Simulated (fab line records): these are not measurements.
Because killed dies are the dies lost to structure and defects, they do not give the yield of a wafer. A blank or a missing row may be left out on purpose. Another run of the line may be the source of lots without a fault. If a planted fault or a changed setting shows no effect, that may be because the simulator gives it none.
fab line records	flow sky130
record: lots: 11	wafers: 33	last_day: 50
route steps=708 shown METAL3@534 CAPM@551 VIA3@575 PAD_OPEN@708
lots untouched by any fault: they come from a run of this same line in which no faults occurred
start_h: hours from the record's first day to the start of the lot's first wafer shown	wait_h: hours elapsed since this lot's preceding step	" as in the row above	L1.1+2: one row covering several wafers at once	- no value, or no start was given	* or withheld: withheld	< > ~ a bound
route shown NAME@n: names a module that has steps shown in the file, with the first one's number in the route	usual: mean and standard deviation over wafers with no fault	same: alike in all rows	chamber/n: place in a boat	sites: each site's reading	_std_site: standard deviation of those values	_edge_site: outer sites' mean less inner sites'	radius_mm: for every site, how far away it sits from the centre of the wafer	mask NAME#n: copy n	behind: tool/chamber where the wafer was last shaped	hold: cause of the lot's hold/its duration in hours/its outcome	device: which transistor (n, p or np) failed to switch	end of line: the same wafers' tests at the end of the route	step lacking rows: just its recipe	killed: the dies lost at the first sort to structure and to defects; this is not the yield of the wafer	map: dies across one wafer; x = killed, . = not, _ = none there
set.NAME: the setting as run; set.NAME@STEP: as run at that earlier step	model.NAME: the simulator's own value behind a step, which no gauge read
one table for each step of the route and one row for each wafer, over a sample of lots
services: the hour from which a tool's chamber was out of use, counted from the record's first day as start_h (under 0 if before that day), plus the number of hours and why
== steps ==
step: SKY_METAL3_SPUTTER_02
recipe: material: AlCu	target_thk_nm: 735	power_w: 10600	time_s: 39.1	chamber_pressure_pa: 0.4
usual: cathode_dc_power_W: 10600/1.9	throttle_valve_pct: 30.2/1.3
lot.wafer	tool	chamber	start_h	wait_h	cathode_dc_power_W	throttle_valve_pct
L806.1	pvd_sputter-04	-	863.95	0.0	10601	28.1
L806.5	"	-	"	"	10596	30.9
L806.6	"	-	"	"	10596	27.8
L807.2	pvd_sputter-04	-	875.99	0.0	10599	27.9
L807.3	"	-	"	"	10601	30.8
L807.5	"	-	"	"	10597	31.6
L811.3	pvd_sputter-04	-	896.24	0.0	10599	31.8
L811.5	"	-	"	"	10600	28.1
L811.6	"	-	"	"	10602	31.8
L812.1	pvd_sputter-04	-	909.18	0.0	10601	28.0
L812.3	"	-	"	"	10597	30.9
L812.4	"	-	"	"	10601	31.6
L813.2	pvd_sputter-04	-	919.82	0.0	10601	27.7
L813.5	"	-	"	"	10599	28.6
L813.6	"	-	"	"	10598	31.1
L819.2	pvd_sputter-01	-	958.37	0.0	10602	30.2
L819.3	"	-	"	"	10601	31.4
L819.6	"	-	"	"	10600	29.9
L820.4	pvd_sputter-01	-	971.51	0.0	10600	30.1
L820.5	"	-	"	"	10600	30.3
L820.6	"	-	"	"	10600	30.5
L821.1	pvd_sputter-01	-	979.98	0.0	10600	31.8
L821.2	"	-	"	"	10599	30.4
L821.5	"	-	"	"	10599	31.7
L825.1	pvd_sputter-03	-	994.15	0.0	10601	30.1
L825.5	"	-	"	"	10602	30.1
L825.6	"	-	"	"	10599	30.1
L827.3	pvd_sputter-01	-	997.14	0.0	10600	30.3
L827.4	"	-	"	"	10601	30.4
L827.6	"	-	"	"	10598	31.5
L828.2	pvd_sputter-04	-	1013.86	0.0	10596	32.0
L828.4	"	-	"	"	10599	31.0
L828.5	"	-	"	"	10603	28.2
step: SKY_CAPM_STRIP_14
recipe: chemistry: O2/N2	power_w: 1400	pressure_mtorr: 1500	platen_temp_c: withheld	o2_flow_sccm: 3000	n2_flow_sccm: 300	overash_fraction: 0.5
usual: drypump_motor_current_A: 5.56/0.2	oes_product_au: 0.710/0.0046	strip_time_to_endpoint_s: 12.64/0.044
lot.wafer	tool	chamber	start_h	wait_h	drypump_motor_current_A	oes_product_au	rf_hours_counter_h	strip_time_to_endpoint_s
L806.1	plasma_asher-03	0	889.84	0.1	5.26	0.710	106	12.60
L806.5	"	1	"	"	5.80	0.707	-	12.60
L806.6	"	0	"	"	5.26	0.707	-	12.66
L807.2	plasma_asher-03	0	900.74	0.1	5.26	0.710	107	12.76
L807.3	"	1	"	"	5.75	0.716	-	12.67
L807.5	"	1	"	"	5.82	0.709	-	12.68
L811.3	plasma_asher-03	0	921.46	0.1	5.25	0.706	-	12.58
L811.5	"	1	"	"	5.77	0.713	-	12.59
L811.6	"	0	"	"	5.25	0.706	-	12.59
L812.1	plasma_asher-01	0	933.38	0.1	5.57	0.713	82	12.69
L812.3	"	0	"	"	5.60	0.710	-	12.65
L812.4	"	1	"	"	5.46	0.711	-	12.70
L813.2	plasma_asher-01	1	945.13	0.1	5.47	0.716	84	12.66
L813.5	"	1	"	"	5.46	0.715	-	12.67
L813.6	"	0	"	"	5.57	0.717	-	12.66
L819.2	plasma_asher-04	1	982.53	0.1	5.94	0.710	55	12.61
L819.3	"	1	"	"	5.91	0.712	-	12.57
L819.6	"	1	"	"	5.96	0.710	-	12.60
L820.4	plasma_asher-03	1	995.58	0.1	5.74	0.716	-	12.58
L820.5	"	1	"	"	5.74	0.709	-	12.53
L820.6	"	0	"	"	5.26	0.708	-	12.59
L821.1	plasma_asher-01	0	1003.83	0.1	5.58	0.719	89	12.62
L821.2	"	1	"	"	5.47	0.713	89	12.69
L821.5	"	0	"	"	5.61	0.709	-	12.66
L825.1	plasma_asher-01	0	1017.73	0.1	5.58	0.710	91	12.59
L825.5	"	0	"	"	5.61	0.710	-	12.58
L825.6	"	1	"	"	5.47	0.711	-	12.61
L827.3	plasma_asher-03	1	1020.27	0.1	5.79	0.706	-	12.75
L827.4	"	0	"	"	5.26	0.713	-	12.66
L827.6	"	1	"	"	5.77	0.703	-	12.67
L828.2	plasma_asher-03	1	1037.23	0.1	5.75	0.707	120	12.71
L828.4	"	1	"	"	5.74	0.715	-	12.71
L828.5	"	1	"	"	5.74	0.709	-	12.67
step: SKY_METAL3_METAL_ETCH_18
recipe: target_depth_a: 8450	stop_on: SiO2	over_etch_frac: 0.3	time_s: 183.1	chemistry: Cl2/BCl3	resist_sidewall_deg: 88	pressure_mtorr: 10	icp_w: 900	bias_w: 48.5	Cl2_flow_sccm: 60	bcl3_flow_sccm: 30
usual: drypump_motor_current_A: 5.9/0.45	oes_product_au: 0.864/0.007	throttle_valve_pct: 22.263/0.0094
lot.wafer	tool	chamber	start_h	wait_h	drypump_motor_current_A	oes_product_au	rf_hours_counter_h	throttle_valve_pct
L806.1	rie_metal-02	0	915.77	0.0	6.5	0.858	11	22.263
L806.5	"	1	"	"	5.6	0.862	-	22.260
L806.6	"	0	"	"	6.5	0.871	-	22.242
L807.2	rie_metal-01	1	926.22	0.0	5.4	0.858	12	22.246
L807.3	"	1	"	"	5.4	0.870	-	22.263
L807.5	"	1	"	"	5.3	0.874	-	22.251
L811.3	rie_metal-04	1	947.22	0.1	5.3	0.883	-	22.258
L811.5	"	0	"	"	5.9	0.868	-	22.279
L811.6	"	1	"	"	5.3	0.873	-	22.255
L812.1	rie_metal-01	0	958.02	0.0	6.3	0.995	12	22.265
L812.3	"	0	"	"	6.3	0.998	-	22.262
L812.4	"	1	"	"	5.4	1.013	-	22.275
L813.2	rie_metal-02	1	969.77	0.0	5.6	1.002	16	22.243
L813.5	"	1	"	"	5.6	1.011	-	22.260
L813.6	"	0	"	"	6.5	0.995	-	22.255
L819.2	rie_metal-01	1	1006.94	0.0	5.3	0.862	16	22.273
L819.3	"	0	"	"	6.3	0.864	-	22.259
L819.6	"	1	"	"	5.3	0.851	-	22.277
L820.4	rie_metal-01	0	1019.29	0.1	6.2	0.862	-	22.265
L820.5	"	0	"	"	6.2	0.876	-	22.265
L820.6	"	1	"	"	5.3	0.865	-	22.273
L821.1	rie_metal-02	0	1027.97	0.0	6.5	0.868	17	22.270
L821.2	"	1	"	"	5.6	0.849	19	22.275
L821.5	"	0	"	"	6.5	0.864	-	22.264
L825.1	rie_metal-01	1	1041.15	0.0	5.4	0.855	18	22.282
L825.5	"	0	"	"	6.3	0.860	-	22.259
L825.6	"	1	"	"	5.3	0.864	-	22.267
L827.3	rie_metal-01	1	1043.78	0.1	5.4	0.854	-	22.269
L827.4	"	0	"	"	6.2	0.851	-	22.245
L827.6	"	0	"	"	6.3	0.858	-	22.262
L828.2	rie_metal-02	0	1060.60	0.1	6.5	0.877	-	22.258
L828.4	"	0	"	"	6.5	0.868	-	22.269
L828.5	"	0	"	"	6.5	0.863	-	22.270
step: SKY_VIA3_CMP_02
recipe: material: SiO2	down_force_psi: 4	platen_rpm: 60	pad_velocity_m_s: 0.94248
usual: motor_current_A: 12.5/1.2
lot.wafer	tool	chamber	start_h	wait_h	motor_current_A
L806.1	cmp-02	2	917.04	0.3	13.7
L806.6	"	0	"	"	10.4
L806.5	"	1	"	"	11.7
L807.3	cmp-01	3	927.23	0.0	13.4
L807.2	"	1	"	"	14.5
L807.5	"	3	"	"	13.5
L811.3	cmp-01	1	948.16	0.0	13.9
L811.5	"	1	"	"	14.3
L811.6	"	2	"	"	12.1
L819.2	cmp-02	2	1008.15	0.3	12.9
L819.3	"	3	"	"	12.1
L819.6	"	1	"	"	11.3
L820.4	cmp-02	3	1020.23	0.0	12.3
L820.5	"	3	"	"	12.3
L820.6	"	0	"	"	10.4
L821.2	cmp-02	1	1028.98	0.0	11.1
L821.1	"	3	"	"	12.6
L821.5	"	2	"	"	12.8
L825.1	cmp-01	3	1042.24	0.1	13.6
L825.5	"	2	"	"	11.4
L825.6	"	3	"	"	14.1
L827.3	cmp-02	2	1044.71	0.0	12.6
L827.4	"	0	"	"	10.6
L827.6	"	2	"	"	12.8
L828.4	cmp-01	2	1061.71	0.0	11.9
L828.2	"	3	"	"	13.9
L828.5	"	2	"	"	11.3
step: SKY_VIA3_CD_MEAS_12
recipe: target_cd_nm: 200
usual: cd_nm: 200.0/1.4
lot.wafer	tool	chamber	start_h	wait_h	cd_nm
L806.1	cd_sem-02	-	941.83	-	201.8
L806.5	"	-	"	"	202.9
L806.6	"	-	"	"	202.6
L807.2	cd_sem-01	-	951.78	-	198.1
L807.3	"	-	"	"	198.5
L807.5	"	-	"	"	198.8
L811.3	cd_sem-01	-	972.00	-	200.2
L811.5	"	-	"	"	201.0
L811.6	"	-	"	"	199.1
L819.2	cd_sem-02	-	1031.33	-	201.7
L819.3	"	-	"	"	201.2
L819.6	"	-	"	"	200.3
L820.4	cd_sem-01	-	1042.69	-	199.0
L820.5	"	-	"	"	198.7
L820.6	"	-	"	"	197.5
L821.1	cd_sem-01	-	1051.23	-	200.2
L821.2	"	-	"	"	200.1
L821.5	"	-	"	"	199.3
L825.1	cd_sem-01	-	1064.38	-	199.6
L825.5	"	-	"	"	200.4
L825.6	"	-	"	"	200.4
L827.3	cd_sem-02	-	1066.27	-	200.4
L827.4	"	-	"	"	200.0
L827.6	"	-	"	"	200.3
L828.2	cd_sem-01	-	1083.10	-	201.5
L828.4	"	-	"	"	202.7
L828.5	"	-	"	"	201.4
step: SKY_PAD_OPEN_PROBE_99
usual: defect_limited_yield: 82.7/1.8	killed_at_M0_to_M3: 42/7.5	killed_at_M4_up: 3.2/1.7	killed_at_contacts: 24/5.1	killed_at_front_end: 15/4.1	killed_at_other: 0.3/0.58	killed_dies: 85/8.9	killed_on_rim: 17/3.9	killed_open: 46/6.4	killed_short: 39/6	sort_bin_3_pad_short: 0.9/0.4	sort_bin_5_function: 10.1/1.6	sort_bin_6_memory: 6.3/1	sort_bin_8_speed: 0.00/0.024	sort_n_pass: 407/9	sort_yield_pct: 82.7/1.8
same: gross_dies: 492	killed_at_back_side: 0	sort_bin_4_leakage[%]: 0
lot.wafer	tool	chamber	start_h	wait_h	hold	defect_limited_yield[%]	killed_at_M0_to_M3	killed_at_M4_up	killed_at_contacts	killed_at_front_end	killed_at_other	killed_dies	killed_on_rim	killed_open	killed_short	sort_bin_3_pad_short[%]	sort_bin_5_function[%]	sort_bin_6_memory[%]	sort_bin_8_speed[%]	sort_n_pass	sort_yield_pct[%]
L806.1	prober-02	-	1086.59	0.1	-	80.7	49	3	28	15	0	95	21	47	47	1.8	10.8	6.7	0	397	80.7
L806.5	prober-02	-	1086.79	0.2	-	84.1	43	4	23	8	0	78	19	41	37	1.2	8.1	6.5	0	414	84.1
L806.6	prober-02	-	1086.84	0.2	-	83.1	40	5	24	13	1	83	13	39	44	0.8	9.8	6.3	0	409	83.1
L807.2	prober-01	-	1094.40	0.1	-	81.1	49	1	21	22	0	93	14	38	55	1.6	10.8	6.5	0	399	81.1
L807.3	prober-01	-	1094.45	0.2	-	80.1	45	3	23	26	1	98	24	54	44	1.0	12.0	6.9	0	394	80.1
L807.5	prober-01	-	1094.55	0.2	-	80.7	53	0	22	20	0	95	13	59	36	0.8	9.8	8.7	0	397	80.7
L811.3	prober-01	-	1113.79	0.2	-	83.7	40	5	24	11	0	80	16	43	37	1.0	11.0	4.3	0	412	83.7
L811.5	prober-01	-	1113.89	0.2	-	82.3	50	2	19	16	0	87	22	43	44	0.8	12.0	4.9	0	405	82.3
L811.6	prober-01	-	1113.94	0.2	-	83.5	54	2	16	8	1	81	12	46	35	0.6	9.6	6.3	0	411	83.5
L812.1	prober-02	-	1121.90	0.1	await_dispo/1.2h/scrap	1.0	442	1	27	17	0	487	96	56	47	1.2	89.8	7.9	0	5	1.0
L812.3	prober-02	-	1122.00	0.2	await_dispo/1.2h/scrap	4.1	424	4	32	11	1	472	96	50	51	1.2	89.0	5.7	0	20	4.1
L812.4	prober-02	-	1122.05	0.2	await_dispo/1.2h/scrap	4.1	430	3	27	12	0	472	90	38	38	0.6	91.1	4.3	0	20	4.1
L813.2	prober-01	-	1130.81	0.1	await_dispo/4.0h/scrap	4.7	424	1	28	15	1	469	88	48	35	1.2	88.6	5.5	0	23	4.7
L813.5	prober-01	-	1130.96	0.2	await_dispo/4.0h/scrap	13.8	390	3	21	10	0	424	79	41	26	0.6	79.9	5.7	0	68	13.8
L813.6	prober-01	-	1131.01	0.2	await_dispo/4.0h/scrap	3.9	432	2	23	16	0	473	88	44	47	0.8	89.4	5.9	0	19	3.9
L819.2	prober-01	-	1161.40	0.1	-	82.1	40	5	24	18	1	88	20	51	37	1.2	9.1	7.5	0	404	82.1
L819.3	prober-01	-	1161.45	0.2	-	80.9	46	0	30	18	0	94	15	50	44	1.6	12.0	5.5	0	398	80.9
L819.6	prober-01	-	1161.60	0.2	-	78.5	63	4	28	11	0	106	26	66	39	1.4	12.8	7.3	0	386	78.5
L820.4	prober-02	-	1172.00	0.2	-	82.5	46	1	22	17	0	86	16	53	33	0.6	12.8	4.1	0.20	405	82.3
L820.5	prober-02	-	1172.05	0.2	-	83.7	32	1	27	20	0	80	22	47	33	0.8	7.7	7.7	0	412	83.7
L820.6	prober-02	-	1172.10	0.2	-	82.9	33	5	28	18	0	84	17	46	38	1.0	9.6	6.5	0.20	407	82.7
L821.1	prober-02	-	1176.99	0.1	-	80.9	46	4	25	18	1	94	18	53	41	0.4	10.8	7.9	0	398	80.9
L821.2	prober-02	-	1177.04	0.1	-	84.3	39	1	21	15	1	77	15	43	33	0.6	9.1	5.9	0	415	84.3
L821.5	prober-02	-	1177.19	0.2	-	83.1	41	3	23	16	0	83	15	42	40	0.6	11.4	4.9	0	409	83.1
L825.1	prober-02	-	1186.85	0.1	-	80.7	52	9	19	14	1	95	19	44	50	0.8	10.0	8.5	0	397	80.7
L825.5	prober-02	-	1187.05	0.2	-	83.3	41	2	25	14	0	82	12	42	40	1.6	9.3	5.7	0	410	83.3
L825.6	prober-02	-	1187.10	0.2	-	83.3	41	4	27	10	0	82	15	45	37	0.8	8.9	6.9	0	410	83.3
L827.3	prober-01	-	1189.64	0.2	-	79.9	51	3	30	15	0	99	16	61	38	0.6	12.0	7.5	0	393	79.9
L827.4	prober-01	-	1189.69	0.2	-	85.4	39	1	22	10	0	72	16	45	27	1.0	7.5	6.1	0	420	85.4
L827.6	prober-01	-	1189.79	0.2	-	83.7	45	2	17	16	0	80	16	48	32	0.6	9.6	6.1	0	412	83.7
L828.2	prober-02	-	1198.49	0.1	-	80.5	56	2	21	17	0	96	21	55	41	1.4	10.4	7.7	0	396	80.5
L828.4	prober-02	-	1198.59	0.2	-	84.8	44	3	17	10	1	75	15	42	33	0.6	9.3	5.3	0	417	84.8
L828.5	prober-02	-	1198.64	0.2	-	84.6	38	1	20	17	0	76	11	48	27	0.4	10.6	4.5	0	416	84.6
killed by level:class
L806.1 VIA2:geometric_particle:open=12 VIA1:geometric_particle:open=9 CONTACT:geometric_particle:open=8 LI_CONTACT:geometric_particle:open=7 VIA1:geometric_particle:short=7 LOCAL_INTERCONNECT:geometric_particle:short=6 CONTACT:geometric_particle:short=6 METAL1:geometric_particle:short=6
L806.5 VIA2:geometric_particle:open=10 VIA1:geometric_particle:open=9 LOCAL_INTERCONNECT:geometric_particle:short=6 LI_CONTACT:geometric_particle:short=5 LI_CONTACT:geometric_particle:open=5 CONTACT:geometric_particle:open=5 METAL1:geometric_particle:short=5 METAL2:geometric_particle:short=5
L806.6 CONTACT:geometric_particle:open=9 METAL1:geometric_particle:short=7 VIA1:geometric_particle:open=7 VIA3:geometric_particle:open=6 FIELD_ISO:geometric_particle:short=5 METAL2:geometric_particle:short=5 METAL4:geometric_particle:short=5 LI_CONTACT:geometric_particle:open=4
L807.2 VIA1:geometric_particle:short=12 POLY_GATE:geometric_particle:short=11 METAL2:geometric_particle:short=11 CONTACT:geometric_particle:open=8 LI_CONTACT:geometric_particle:open=7 VIA3:geometric_particle:open=6 FIELD_ISO:geometric_particle:short=5 CONTACT:geometric_particle:short=5
L807.3 VIA1:geometric_particle:open=13 LI_CONTACT:geometric_particle:open=8 FIELD_ISO:geometric_particle:short=7 VIA2:geometric_particle:open=7 CONTACT:geometric_particle:open=6 FIELD_ISO:geometric_particle:open=5 POLY_GATE:geometric_particle:open=5 CONTACT:geometric_particle:short=5
L807.5 VIA1:geometric_particle:open=14 CONTACT:geometric_particle:open=13 FIELD_ISO:geometric_particle:open=10 LI_CONTACT:geometric_particle:open=9 METAL2:geometric_particle:short=8 VIA3:geometric_particle:open=8 VIA1:geometric_particle:short=7 METAL1:geometric_particle:short=6
L811.3 CONTACT:geometric_particle:open=8 METAL2:geometric_particle:short=7 LI_CONTACT:geometric_particle:open=6 LI_CONTACT:geometric_particle:short=5 METAL2:geometric_particle:open=5 METAL3:geometric_particle:short=5 VIA3:geometric_particle:open=5 LOCAL_INTERCONNECT:geometric_particle:short=4
L811.5 METAL2:geometric_particle:short=10 FIELD_ISO:geometric_particle:short=8 VIA1:geometric_particle:open=8 VIA3:geometric_particle:open=8 CONTACT:geometric_particle:open=8 VIA2:geometric_particle:open=6 METAL1:geometric_particle:short=5 CONTACT:geometric_particle:short=4
L811.6 VIA3:geometric_particle:open=10 METAL2:geometric_particle:short=9 VIA2:geometric_particle:open=9 VIA1:geometric_particle:open=7 LI_CONTACT:geometric_particle:open=6 CONTACT:geometric_particle:open=5 VIA1:geometric_particle:short=5 VIA2:geometric_particle:short=5
L812.1 METAL3:area_etch=384 VIA3:geometric_particle:open=11 VIA1:geometric_particle:open=10 VIA1:geometric_particle:short=9 CONTACT:geometric_particle:open=8 LI_CONTACT:geometric_particle:open=8 LOCAL_INTERCONNECT:geometric_particle:short=7 METAL1:geometric_particle:short=7
L812.3 METAL3:area_etch=371 VIA1:geometric_particle:open=13 CONTACT:geometric_particle:open=11 VIA3:geometric_particle:open=9 LOCAL_INTERCONNECT:geometric_particle:short=8 LI_CONTACT:geometric_particle:open=6 METAL1:geometric_particle:short=6 METAL2:geometric_particle:short=6
L812.4 METAL3:area_etch=396 CONTACT:geometric_particle:open=8 LI_CONTACT:geometric_particle:open=7 VIA2:geometric_particle:open=7 VIA3:geometric_particle:open=6 CONTACT:geometric_particle:short=5 METAL1:geometric_particle:short=4 VIA1:geometric_particle:short=4
L813.2 METAL3:area_etch=386 CONTACT:geometric_particle:open=9 VIA2:geometric_particle:open=8 LI_CONTACT:geometric_particle:open=6 LOCAL_INTERCONNECT:geometric_particle:short=6 VIA1:geometric_particle:open=6 METAL2:geometric_particle:short=5 FIELD_ISO:geometric_particle:open=4
L813.5 METAL3:area_etch=356 VIA1:geometric_particle:open=13 CONTACT:geometric_particle:open=8 LI_CONTACT:geometric_particle:open=6 VIA1:geometric_particle:short=4 VIA3:geometric_particle:open=4 POLY_GATE:geometric_particle:open=3 POLY_GATE:geometric_particle:short=3
L813.6 METAL3:area_etch=382 VIA1:geometric_particle:open=14 CONTACT:geometric_particle:short=8 FIELD_ISO:geometric_particle:short=6 METAL1:geometric_particle:short=6 LOCAL_INTERCONNECT:geometric_particle:short=5 METAL2:geometric_particle:short=5 VIA3:geometric_particle:open=5
L819.2 VIA1:geometric_particle:open=14 CONTACT:geometric_particle:open=12 VIA3:geometric_particle:open=8 POLY_GATE:geometric_particle:short=6 FIELD_ISO:geometric_particle:open=5 VIA2:geometric_particle:open=5 FIELD_ISO:geometric_particle:short=4 VIA2:geometric_particle:short=4
L819.3 CONTACT:geometric_particle:open=13 VIA3:geometric_particle:open=10 VIA1:geometric_particle:open=7 METAL3:geometric_particle:short=7 LI_CONTACT:geometric_particle:open=5 LOCAL_INTERCONNECT:geometric_particle:short=5 CONTACT:geometric_particle:short=5 FIELD_ISO:geometric_particle:open=4
L819.6 LI_CONTACT:geometric_particle:open=13 VIA3:geometric_particle:open=11 VIA1:geometric_particle:open=11 CONTACT:geometric_particle:open=8 METAL2:geometric_particle:short=8 VIA2:geometric_particle:open=8 FIELD_ISO:geometric_particle:open=5 VIA1:geometric_particle:short=5
L820.4 CONTACT:geometric_particle:open=11 VIA1:geometric_particle:open=10 POLY_GATE:geometric_particle:open=9 VIA1:geometric_particle:short=9 VIA3:geometric_particle:open=9 LI_CONTACT:geometric_particle:open=6 METAL2:geometric_particle:short=5 CONTACT:geometric_particle:short=4
L820.5 CONTACT:geometric_particle:open=11 LI_CONTACT:geometric_particle:open=7 VIA1:geometric_particle:open=7 POLY_GATE:geometric_particle:open=6 VIA2:geometric_particle:open=6 FIELD_ISO:geometric_particle:short=4 POLY_GATE:geometric_particle:short=4 CONTACT:geometric_particle:short=4
L820.6 CONTACT:geometric_particle:open=10 POLY_GATE:geometric_particle:open=9 VIA1:geometric_particle:open=9 LI_CONTACT:geometric_particle:open=6 LOCAL_INTERCONNECT:geometric_particle:short=5 CONTACT:geometric_particle:short=5 METAL1:geometric_particle:short=5 FIELD_ISO:geometric_particle:short=4
L821.1 VIA1:geometric_particle:open=21 CONTACT:geometric_particle:open=9 VIA2:geometric_particle:open=6 FIELD_ISO:geometric_particle:open=5 CONTACT:geometric_particle:short=5 FIELD_ISO:geometric_particle:short=4 METAL2:geometric_particle:short=4 POLY_GATE:geometric_particle:open=4
L821.2 CONTACT:geometric_particle:open=11 VIA1:geometric_particle:open=7 FIELD_ISO:geometric_particle:short=6 VIA3:geometric_particle:open=6 POLY_GATE:geometric_particle:open=4 METAL1:geometric_particle:short=4 VIA1:geometric_particle:short=4 METAL2:geometric_particle:short=4
L821.5 VIA1:geometric_particle:short=7 CONTACT:geometric_particle:open=6 POLY_GATE:geometric_particle:open=6 CONTACT:geometric_particle:short=6 METAL2:geometric_particle:short=6 VIA1:geometric_particle:open=6 LI_CONTACT:geometric_particle:open=5 VIA3:geometric_particle:open=5
L825.1 VIA1:geometric_particle:open=14 METAL1:geometric_particle:short=6 METAL2:geometric_particle:short=6 CONTACT:geometric_particle:short=5 CONTACT:geometric_particle:open=5 VIA3:geometric_particle:short=5 METAL4:geometric_particle:short=5 POLY_GATE:geometric_particle:short=4
L825.5 METAL2:geometric_particle:short=10 CONTACT:geometric_particle:open=10 VIA3:geometric_particle:open=8 VIA1:geometric_particle:open=6 METAL1:geometric_particle:short=5 LI_CONTACT:geometric_particle:short=5 FIELD_ISO:geometric_particle:short=4 FIELD_ISO:geometric_particle:open=4
L825.6 CONTACT:geometric_particle:open=11 VIA1:geometric_particle:open=10 VIA2:geometric_particle:open=8 LI_CONTACT:geometric_particle:open=5 METAL1:geometric_particle:short=5 VIA1:geometric_particle:short=5 METAL2:geometric_particle:short=5 FIELD_ISO:geometric_particle:short=4
L827.3 CONTACT:geometric_particle:open=14 VIA1:geometric_particle:open=11 FIELD_ISO:geometric_particle:open=8 METAL1:geometric_particle:short=8 LI_CONTACT:geometric_particle:open=7 VIA3:geometric_particle:open=7 LOCAL_INTERCONNECT:geometric_particle:short=5 VIA2:geometric_particle:open=5
L827.4 VIA1:geometric_particle:open=12 CONTACT:geometric_particle:open=7 LI_CONTACT:geometric_particle:open=6 METAL1:geometric_particle:short=6 FIELD_ISO:geometric_particle:open=5 VIA1:geometric_particle:short=5 VIA3:geometric_particle:open=5 CONTACT:geometric_particle:short=3
L827.6 VIA1:geometric_particle:open=10 VIA2:geometric_particle:open=10 VIA3:geometric_particle:open=6 CONTACT:geometric_particle:open=5 VIA2:geometric_particle:short=5 POLY_GATE:geometric_particle:short=4 LI_CONTACT:geometric_particle:open=4 CONTACT:geometric_particle:short=4
L828.2 VIA1:geometric_particle:open=12 CONTACT:geometric_particle:open=11 VIA2:geometric_particle:open=9 FIELD_ISO:geometric_particle:open=6 VIA2:geometric_particle:short=6 VIA3:geometric_particle:open=6 METAL1:geometric_particle:short=6 VIA1:geometric_particle:short=6
L828.4 VIA1:geometric_particle:open=8 CONTACT:geometric_particle:open=7 VIA2:geometric_particle:open=7 VIA1:geometric_particle:short=6 VIA3:geometric_particle:open=6 LI_CONTACT:geometric_particle:open=5 METAL1:geometric_particle:short=4 VIA2:geometric_particle:short=4
L828.5 VIA1:geometric_particle:open=12 CONTACT:geometric_particle:open=8 LI_CONTACT:geometric_particle:open=6 FIELD_ISO:geometric_particle:open=5 VIA1:geometric_particle:short=5 FIELD_ISO:geometric_particle:short=4 VIA3:geometric_particle:open=4 CONTACT:geometric_particle:short=4
== services ==
tool	chamber	start_h	hours	kind
cmp-02	-	844.75	4.9	repair
pvd_sputter-03	-	878.37	5.4	repair
pvd_sputter-01	-	879.90	1.4	repair
plasma_asher-01	-	906.84	2.8	pm
cmp-01	-	916.34	4.0	pm
plasma_asher-01	-	925.67	0.8	repair
pvd_sputter-03	-	949.14	14.9	repair
plasma_asher-01	-	983.72	1.2	repair
pvd_sputter-01	-	984.22	1.3	repair
cmp-02	-	992.13	5.5	pm
cmp-01	-	997.82	5.7	pm
plasma_asher-03	-	1001.37	4.3	pm
pvd_sputter-04	3	1004.80	-	consumable_replace:kit
pvd_sputter-04	3	1004.80	18.0	scheduled_down
pvd_sputter-04	3	1004.80	18.0	vent_cycle
cmp-01	-	1004.98	3.1	repair
cmp-02	-	1008.91	5.3	repair
plasma_asher-04	-	1016.21	2.8	pm
plasma_asher-04	-	1035.81	0.7	repair
plasma_asher-03	-	1055.25	9.0	pm
plasma_asher-03	0	1055.25	9.0	vent_cycle
plasma_asher-03	1	1055.25	9.0	vent_cycle
pvd_sputter-04	-	1058.18	0.7	repair
pvd_sputter-01	-	1061.32	7.6	repair
== key ==
first_sign: step: SKY_METAL3_METAL_ETCH_18	reading: oes_product_au	direction: up	sigmas: 20	usual: 0.864	struck: 1.002
effect: step: SKY_PAD_OPEN_PROBE_99	reading: killed_at_M0_to_M3	direction: up	sigmas: 51	usual: 42	struck: 424
more_kills_born_at: SKY_METAL3_METAL_ETCH_18@rie_metal-01: 1151	SKY_METAL3_METAL_ETCH_18@rie_metal-02: 1124
met_at SKY_METAL3_SPUTTER_02
struck_lots L812,L813
later_rows_left_out L812.1,L812.3,L812.4,L813.2,L813.5,L813.6
not_acting_at SKY_CAPM_STRIP_14,SKY_VIA3_CMP_02,SKY_VIA3_CD_MEAS_12
onset_between 896.24 909.18
fault: kind: process_parameter_drift	tool: pvd_sputter-04	chamber: -	onset_h: 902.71	steps: SKY_METAL3_SPUTTER_02	channel: target_thk_nm	offset: 281.67	shape: step	end_h: 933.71	acts_in: these_recipes_only	stated: 735
later_rows_left_out: the simulator's readings of these wafers behind a module that went badly wrong aren't trusted and aren't shown, but for the sort
